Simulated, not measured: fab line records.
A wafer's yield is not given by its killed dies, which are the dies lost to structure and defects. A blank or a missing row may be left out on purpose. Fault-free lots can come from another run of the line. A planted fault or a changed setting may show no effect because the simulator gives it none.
fab line records ; flow sky130
[record] lots = 13; wafers = 39; lastDay = 50
route steps=708 shown POLY_GATE@227 LDD_N@244 LDD_HVP@281 LDD_LDN@301 PAD_OPEN@708
lots that met no fault: taken from a fault-free run of the same line
startH: the number of hours between the record's first day and the start of the first shown wafer of the lot ; waitH: hours since the lot's step before ; " identical to the entry in the row above ; L1.1+2: a row that stands for several wafers ; - no value present, or no start provided ; * or withheld: withheld ; < > ~ a bound
route shown NAME@n: NAME is a module with steps in the file, n the number in the route of the first one ; usual: average and standard deviation across the fault-free wafers ; same: alike in all rows ; chamber/n: place in a boat ; sites: each site's reading ; _std_site: standard deviation across them ; _edge_site: inner sites' mean taken away from outer sites' mean ; radiusMm: how far each site lies from the wafer's centre ; mask NAME#n: copy n ; behind: the tool/chamber that last shaped the wafer ; hold: why the lot went on hold/how many hours it stayed there/how the hold came to an end ; device: the transistor (n, p or np) that didn't switch ; end of line: tests of these same wafers at the route's end ; step lacking rows: just its recipe ; killed: the dies lost at the first sort to structure and to defects; this is not the yield of the wafer ; map: a wafer's dies, marking killed ones x, the rest . and places with no die _
set.NAME: setting as actually run; set.NAME@STEP: the setting as run at that earlier step ; model.NAME: the simulator's own value behind a step, which no gauge read
a sample of lots followed through the steps of the route, with each step as a table and each wafer as a row
services: the hour from which a tool's chamber was out of use, counted from the record's first day as startH (under 0 if before that day), plus the number of hours and why
[[steps]]
[step SKY_POLY_GATE_CD_MEAS_13]
[recipe] targetCdNm = 150
[usual] cdNm = 149.7/1.3
lot.wafer;tool;chamber;startH;waitH;cdNm
L620.2;cdSem-01;-;384.87;-;150.0
L620.4;cdSem-01;-;384.87;-;150.9
L620.6;cdSem-01;-;384.87;-;152.0
L622.2;cdSem-02;-;394.90;-;150.3
L622.3;cdSem-02;-;394.90;-;151.4
L622.4;cdSem-02;-;394.90;-;150.8
L623.2;cdSem-01;-;414.47;-;148.8
L623.3;cdSem-01;-;414.47;-;148.4
L623.5;cdSem-01;-;414.47;-;149.7
L626.1;cdSem-01;-;426.33;-;150.6
L626.4;cdSem-01;-;426.33;-;149.0
L626.6;cdSem-01;-;426.33;-;150.9
L628.2;cdSem-01;-;441.12;-;148.1
L628.4;cdSem-01;-;441.12;-;148.8
L628.5;cdSem-01;-;441.12;-;148.0
L630.3;cdSem-02;-;459.79;-;150.8
L630.4;cdSem-02;-;459.79;-;148.9
L630.5;cdSem-02;-;459.79;-;150.4
L631.1;cdSem-02;-;468.95;-;151.5
L631.4;cdSem-02;-;468.95;-;152.6
L631.5;cdSem-02;-;468.95;-;150.6
L633.1;cdSem-02;-;479.08;-;151.5
L633.2;cdSem-02;-;479.08;-;152.1
L633.4;cdSem-02;-;479.08;-;151.3
L634.1;cdSem-02;-;483.43;-;148.4
L634.5;cdSem-02;-;483.43;-;147.9
L634.6;cdSem-02;-;483.43;-;148.1
L636.1;cdSem-02;-;503.60;-;150.2
L636.4;cdSem-02;-;503.60;-;150.7
L636.5;cdSem-02;-;503.60;-;149.8
L639.3;cdSem-02;-;538.79;-;149.7
L639.4;cdSem-02;-;538.79;-;149.6
L639.6;cdSem-02;-;538.79;-;150.1
L642.2;cdSem-02;-;562.52;-;150.1
L642.3;cdSem-02;-;562.52;-;150.4
L642.6;cdSem-02;-;562.52;-;149.3
L643.1;cdSem-01;-;565.73;-;147.6
L643.4;cdSem-01;-;565.73;-;148.1
L643.6;cdSem-01;-;565.73;-;148.2
[step SKY_LDD_N_OVL_MEAS_07]
[usual] LDD_N_OVL = 1.0/1.4
lot.wafer;tool;chamber;startH;waitH;LDD_N_OVL[nm]
L620.2;overlay-01;-;419.44;0.1;2.3
L620.4;overlay-01;-;419.44;0.1;1.5
L620.6;overlay-01;-;419.44;0.1;3.7
L622.2;overlay-02;-;428.79;0.1;1.9
L622.3;overlay-02;-;428.79;0.1;1.8
L622.4;overlay-02;-;428.79;0.1;1.7
L623.2;overlay-02;-;448.35;0.1;4.6
L623.3;overlay-02;-;448.35;0.1;2.5
L623.5;overlay-02;-;448.35;0.1;3.1
L626.1;overlay-02;-;460.35;0.1;2.5
L626.4;overlay-02;-;460.35;0.1;3.5
L626.6;overlay-02;-;460.35;0.1;2.4
L628.2;overlay-02;-;474.03;0.1;0.4
L628.4;overlay-02;-;474.03;0.1;0.1
L628.5;overlay-02;-;474.03;0.1;2.0
L630.3;overlay-02;-;493.36;0.1;-1.2
L630.4;overlay-02;-;493.36;0.1;-1.0
L630.5;overlay-02;-;493.36;0.1;2.0
L631.1;overlay-01;-;502.30;0.1;-1.9
L631.4;overlay-01;-;502.30;0.1;-1.0
L631.5;overlay-01;-;502.30;0.1;0.4
L633.1;overlay-01;-;511.60;0.1;-2.7
L633.2;overlay-01;-;511.60;0.1;-0.7
L633.4;overlay-01;-;511.60;0.1;0.3
L634.1;overlay-02;-;515.07;0.1;-0.4
L634.5;overlay-02;-;515.07;0.1;0.6
L634.6;overlay-02;-;515.07;0.1;-0.5
L636.1;overlay-01;-;535.57;0.1;2.1
L636.4;overlay-01;-;535.57;0.1;2.2
L636.5;overlay-01;-;535.57;0.1;0.8
L639.3;overlay-01;-;570.71;0.1;0.4
L639.4;overlay-01;-;570.71;0.1;0.1
L639.6;overlay-01;-;570.71;0.1;0.0
L642.2;overlay-02;-;593.28;0.1;2.9
L642.3;overlay-02;-;593.28;0.1;1.0
L642.6;overlay-02;-;593.28;0.1;2.2
L643.1;overlay-02;-;597.18;0.1;-0.1
L643.4;overlay-02;-;597.18;0.1;1.0
L643.6;overlay-02;-;597.18;0.1;2.0
[step SKY_LDD_HVP_SOFTBAKE_03]
[recipe] tempC = 90; timeS = 60; resist = NOVOLAK
[usual] chillPlateTempC = 22.99/0.088; heaterPowerTotalW = 56.60/0.042; plateTempC = 89.98/0.13
lot.wafer;tool;chamber;startH;waitH;chillPlateTempC;heaterPowerTotalW;plateTempC
L620.2;lithoTrack-02;0;497.57;0.1;22.89;56.52;89.99
L620.4;lithoTrack-02;0;497.57;0.1;22.97;56.59;90.22
L620.6;lithoTrack-02;0;497.57;0.1;23.06;56.65;90.14
L622.2;lithoTrack-04;0;506.15;0.1;23.04;56.60;90.03
L622.3;lithoTrack-04;0;506.15;0.1;22.88;56.58;90.26
L622.4;lithoTrack-04;0;506.15;0.1;23.00;56.58;90.25
L623.2;lithoTrack-04;0;526.45;0.1;23.02;56.57;89.58
L623.3;lithoTrack-04;0;526.45;0.1;22.99;56.60;89.83
L623.5;lithoTrack-04;0;526.45;0.1;23.01;56.62;89.82
L626.1;lithoTrack-01;0;537.15;0.1;22.91;56.53;89.86
L626.4;lithoTrack-01;0;537.15;0.1;23.06;56.53;89.83
L626.6;lithoTrack-01;0;537.15;0.1;22.99;56.63;89.71
L628.2;lithoTrack-04;0;551.25;0.1;22.98;56.58;89.78
L628.4;lithoTrack-04;0;551.25;0.1;22.82;56.59;90.07
L628.5;lithoTrack-04;0;551.25;0.1;22.89;56.61;89.93
L630.3;lithoTrack-04;0;569.03;0.1;23.04;55.89;89.21
L630.4;lithoTrack-04;0;569.03;0.1;23.01;55.80;89.35
L630.5;lithoTrack-04;0;569.03;0.1;23.20;55.85;89.25
L631.1;lithoTrack-04;0;577.73;0.1;22.96;55.83;89.32
L631.4;lithoTrack-04;0;577.73;0.1;23.00;55.83;89.21
L631.5;lithoTrack-04;0;577.73;0.1;23.05;55.84;89.18
L633.1;lithoTrack-01;0;586.50;0.1;22.76;56.63;89.93
L633.2;lithoTrack-01;0;586.50;0.1;22.77;56.58;89.84
L633.4;lithoTrack-01;0;586.50;0.1;22.87;56.61;89.82
L634.1;lithoTrack-01;0;591.85;0.1;23.18;56.58;89.93
L634.5;lithoTrack-01;0;591.85;0.1;22.90;56.60;89.99
L634.6;lithoTrack-01;0;591.85;0.1;22.92;56.62;89.96
L636.1;lithoTrack-01;0;610.75;0.1;22.95;56.63;89.87
L636.4;lithoTrack-01;0;610.75;0.1;22.86;56.55;90.05
L636.5;lithoTrack-01;0;610.75;0.1;23.02;56.63;90.09
L639.3;lithoTrack-01;0;645.45;0.1;22.94;56.62;90.04
L639.4;lithoTrack-01;0;645.45;0.1;23.01;56.62;89.96
L639.6;lithoTrack-01;0;645.45;0.1;22.88;56.64;90.13
L642.2;lithoTrack-01;0;665.72;0.1;23.20;56.62;89.95
L642.3;lithoTrack-01;0;665.72;0.1;23.09;56.64;89.94
L642.6;lithoTrack-01;0;665.72;0.1;23.15;56.59;89.92
L643.1;lithoTrack-04;0;669.38;0.1;22.90;56.61;89.77
L643.4;lithoTrack-04;0;669.38;0.1;22.88;56.58;90.01
L643.6;lithoTrack-04;0;669.38;0.1;22.98;56.56;89.75
[step SKY_LDD_LDN_STRIP_12]
[recipe] chemistry = O2/N2; powerW = 1400; pressureMtorr = 1500; platenTempC = withheld; o2FlowSccm = 3000; n2FlowSccm = 300; overashFraction = 0.5
[usual] drypumpMotorCurrentA = 5.4/0.47; oesProductAu = 0.716/0.0049; stripTimeToEndpointS = 14.18/0.038
lot.wafer;tool;chamber;startH;waitH;drypumpMotorCurrentA;oesProductAu;rfHoursCounterH;stripTimeToEndpointS
L620.2;plasmaAsher-03;1;542.93;0.1;5.9;0.712;9;14.20
L620.4;plasmaAsher-03;1;542.93;0.1;5.9;0.713;-;14.19
L620.6;plasmaAsher-03;0;542.93;0.1;4.7;0.716;-;14.20
L622.2;plasmaAsher-03;1;551.41;0.1;5.9;0.720;10;14.17
L622.3;plasmaAsher-03;0;551.41;0.1;4.7;0.715;-;14.17
L622.4;plasmaAsher-03;1;551.41;0.1;5.9;0.706;-;14.21
L623.2;plasmaAsher-01;1;572.53;0.1;5.3;0.726;72;14.21
L623.3;plasmaAsher-01;0;572.53;0.1;6.0;0.709;-;14.15
L623.5;plasmaAsher-01;0;572.53;0.1;6.0;0.720;-;14.18
L626.1;plasmaAsher-02;1;582.61;0.1;5.3;0.719;99;14.19
L626.4;plasmaAsher-02;0;582.61;0.1;5.7;0.716;-;14.13
L626.6;plasmaAsher-02;1;582.61;0.1;5.3;0.713;-;14.16
L628.2;plasmaAsher-02;0;596.26;0.1;5.6;0.714;100;14.22
L628.4;plasmaAsher-02;1;596.26;0.1;5.3;0.723;-;14.19
L628.5;plasmaAsher-02;0;596.26;0.1;5.6;0.719;-;14.21
L630.3;plasmaAsher-02;0;613.47;0.1;5.6;0.712;-;14.22
L630.4;plasmaAsher-02;1;613.47;0.1;5.3;0.702;-;14.19
L630.5;plasmaAsher-02;0;613.47;0.1;5.6;0.717;-;14.20
L631.1;plasmaAsher-03;0;623.03;0.1;4.7;0.713;17;14.22
L631.4;plasmaAsher-03;0;623.03;0.1;4.7;0.724;-;14.20
L631.5;plasmaAsher-03;1;623.03;0.1;5.9;0.712;-;14.19
L633.1;plasmaAsher-03;1;630.91;0.1;5.9;0.705;18;14.20
L633.2;plasmaAsher-03;0;630.91;0.1;4.7;0.717;18;14.23
L633.4;plasmaAsher-03;0;630.91;0.1;4.7;0.720;-;14.24
L634.1;plasmaAsher-02;0;635.88;0.1;5.6;0.716;104;14.21
L634.5;plasmaAsher-02;1;635.88;0.1;5.2;0.715;-;14.26
L634.6;plasmaAsher-02;0;635.88;0.1;5.6;0.720;-;14.22
L636.1;plasmaAsher-03;1;654.43;0.1;5.9;0.723;20;14.12
L636.4;plasmaAsher-03;0;654.43;0.1;4.7;0.721;-;14.18
L636.5;plasmaAsher-03;1;654.43;0.1;5.9;0.716;-;14.21
L639.3;plasmaAsher-03;1;687.97;0.1;5.9;0.719;-;14.19
L639.4;plasmaAsher-03;0;687.97;0.1;4.7;0.702;-;14.19
L639.6;plasmaAsher-03;0;687.97;0.1;4.7;0.712;-;14.21
L642.2;plasmaAsher-03;0;709.21;0.1;4.7;0.716;27;14.20
L642.3;plasmaAsher-03;0;709.21;0.1;4.7;0.717;-;14.20
L642.6;plasmaAsher-03;0;709.21;0.1;4.7;0.721;-;14.22
L643.1;plasmaAsher-01;1;712.56;0.1;5.3;0.717;86;14.13
L643.4;plasmaAsher-01;1;712.56;0.1;5.3;0.719;-;14.14
L643.6;plasmaAsher-01;0;712.56;0.1;6.0;0.719;-;14.13
[step SKY_PAD_OPEN_PROBE_99]
[usual] killed_at_M0_to_M3 = 43/6.5; killed_at_M4_up = 3.3/2; killedAtContacts = 24/5.2; killedAtFrontEnd = 16/4.2; killedAtOther = 0.3/0.6; killedDies = 87/9.3; killedOpen = 47/7.8; killedShort = 39/6.2
[same] grossDies = 492; killedAtBackSide = 0
lot.wafer;tool;chamber;startH;waitH;killed_at_M0_to_M3;killed_at_M4_up;killedAtContacts;killedAtFrontEnd;killedAtOther;killedDies;killedOpen;killedShort
L620.2;prober-01;-;1084.20;0.1;52;0;21;16;1;90;52;37
L620.4;prober-01;-;1084.30;0.2;41;1;21;9;0;72;37;35
L620.6;prober-01;-;1084.40;0.2;45;5;19;20;1;90;44;46
L630.3;prober-01;-;1131.24;0.2;38;4;20;15;0;77;32;45
L630.4;prober-01;-;1131.29;0.2;43;3;26;19;0;91;52;38
L630.5;prober-01;-;1131.34;0.2;43;3;29;17;1;93;63;30
L634.1;prober-01;-;1148.21;0.1;49;2;17;13;0;81;53;28
L634.5;prober-01;-;1148.41;0.2;49;3;19;14;0;85;47;38
L634.6;prober-01;-;1148.46;0.2;48;2;22;22;0;94;55;39
L636.1;prober-01;-;1160.60;0.1;46;4;25;18;0;93;46;47
L636.4;prober-01;-;1160.75;0.2;43;4;25;18;0;90;49;41
L636.5;prober-01;-;1160.80;0.2;37;4;29;17;0;87;52;35
// killed by level:class
L620.2 VIA1:geometricParticle:open=12 METAL1:geometricParticle:short=10 CONTACT:geometricParticle:open=9 VIA3:geometricParticle:open=9 FIELD_ISO:geometricParticle:open=5 LI_CONTACT:geometricParticle:open=5 VIA2:geometricParticle:open=5 FIELD_ISO:geometricParticle:short=4
L620.4 CONTACT:geometricParticle:open=10 VIA1:geometricParticle:open=6 METAL2:geometricParticle:short=5 CONTACT:geometricParticle:short=5 VIA1:geometricParticle:short=5 FIELD_ISO:geometricParticle:open=4 VIA2:geometricParticle:open=4 METAL1:geometricParticle:short=4
L620.6 CONTACT:geometricParticle:open=10 VIA3:geometricParticle:open=9 FIELD_ISO:geometricParticle:short=8 VIA1:geometricParticle:open=7 METAL2:geometricParticle:short=7 VIA3:geometricParticle:short=6 METAL1:geometricParticle:short=4 POLY_GATE:geometricParticle:short=4
L630.3 METAL2:geometricParticle:short=7 VIA1:geometricParticle:open=6 VIA1:geometricParticle:short=6 FIELD_ISO:geometricParticle:short=5 CONTACT:geometricParticle:open=5 VIA2:geometricParticle:open=5 VIA3:geometricParticle:open=5 LI_CONTACT:geometricParticle:short=4
L630.4 VIA1:geometricParticle:open=11 CONTACT:geometricParticle:open=10 LOCAL_INTERCONNECT:geometricParticle:short=7 METAL2:geometricParticle:short=7 METAL1:geometricParticle:short=6 VIA3:geometricParticle:open=6 FIELD_ISO:geometricParticle:open=5 VIA1:geometricParticle:short=5
L630.5 CONTACT:geometricParticle:open=13 VIA1:geometricParticle:open=12 VIA2:geometricParticle:open=10 LI_CONTACT:geometricParticle:open=8 VIA3:geometricParticle:open=6 FIELD_ISO:geometricParticle:open=5 CONTACT:geometricParticle:short=5 POLY_GATE:geometricParticle:short=4
L634.1 VIA1:geometricParticle:open=15 VIA3:geometricParticle:open=9 VIA2:geometricParticle:open=8 CONTACT:geometricParticle:open=7 FIELD_ISO:geometricParticle:open=6 VIA1:geometricParticle:short=5 METAL1:geometricParticle:short=4 POLY_GATE:geometricParticle:short=3
L634.5 VIA1:geometricParticle:open=11 CONTACT:geometricParticle:open=9 VIA3:geometricParticle:open=8 VIA2:geometricParticle:open=7 VIA1:geometricParticle:short=5 METAL2:geometricParticle:short=5 FIELD_ISO:geometricParticle:short=4 VIA2:geometricParticle:short=4
L634.6 VIA1:geometricParticle:open=17 LI_CONTACT:geometricParticle:open=8 POLY_GATE:geometricParticle:open=7 CONTACT:geometricParticle:open=6 CONTACT:geometricParticle:short=5 VIA2:geometricParticle:short=5 METAL3:geometricParticle:short=5 FIELD_ISO:geometricParticle:short=4
L636.1 VIA3:geometricParticle:open=11 METAL1:geometricParticle:short=9 VIA1:geometricParticle:open=9 POLY_GATE:geometricParticle:short=7 LI_CONTACT:geometricParticle:open=7 LOCAL_INTERCONNECT:geometricParticle:short=6 CONTACT:geometricParticle:short=6 VIA2:geometricParticle:open=6
L636.4 VIA2:geometricParticle:open=10 VIA1:geometricParticle:open=10 FIELD_ISO:geometricParticle:short=8 CONTACT:geometricParticle:open=8 VIA3:geometricParticle:open=7 CONTACT:geometricParticle:short=6 METAL1:geometricParticle:short=5 METAL2:geometricParticle:short=5
L636.5 CONTACT:geometricParticle:open=13 LI_CONTACT:geometricParticle:open=10 VIA1:geometricParticle:open=9 METAL2:geometricParticle:short=7 FIELD_ISO:geometricParticle:open=6 METAL1:geometricParticle:short=5 VIA3:geometricParticle:open=5 LOCAL_INTERCONNECT:geometricParticle:short=4
[[services]]
tool;chamber;startH;hours;kind
plasmaAsher-03;-;485.48;3.0;repair
plasmaAsher-01;-;528.85;9.4;repair
plasmaAsher-02;-;556.55;1.0;repair
plasmaAsher-01;-;593.20;0.7;repair
plasmaAsher-01;-;652.23;0.6;repair
plasmaAsher-02;-;676.57;8.3;repair
plasmaAsher-02;-;679.12;1.8;repair
plasmaAsher-01;-;679.83;4.3;pm
plasmaAsher-02;-;697.77;1.1;repair
[[key]]
[firstSign] step = SKY_LDD_HVP_SOFTBAKE_03; reading = heaterPowerTotalW; direction = down; sigmas = 18; usual = *; struck = *
[effect] step = SKY_LDD_HVP_SOFTBAKE_03; reading = plateTempC; direction = down; sigmas = 5.5; usual = *; struck = *
metAt SKY_LDD_HVP_SOFTBAKE_03
struckLots L630,L631
testerLeftOut L630,L631
notActingAt SKY_POLY_GATE_CD_MEAS_13,SKY_LDD_N_OVL_MEAS_07,SKY_LDD_LDN_STRIP_12
onsetBetween 551.25 569.03
[fault] kind = processParameterDrift; tool = lithoTrack-04; chamber = -; onsetH = 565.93; steps = SKY_LDD_HVP_SOFTBAKE_03; channel = tempC; offset = *; shape = step; endH = 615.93; actsIn = *; stated = *
// testerLeftOut: of these lots the tester's yield and bins aren't shown, on N5 and GAA mostly nor the transistor test; their killed dies are dies lost to structure and defects alone, not to doping, threshold or leakage, so they don't give the yield
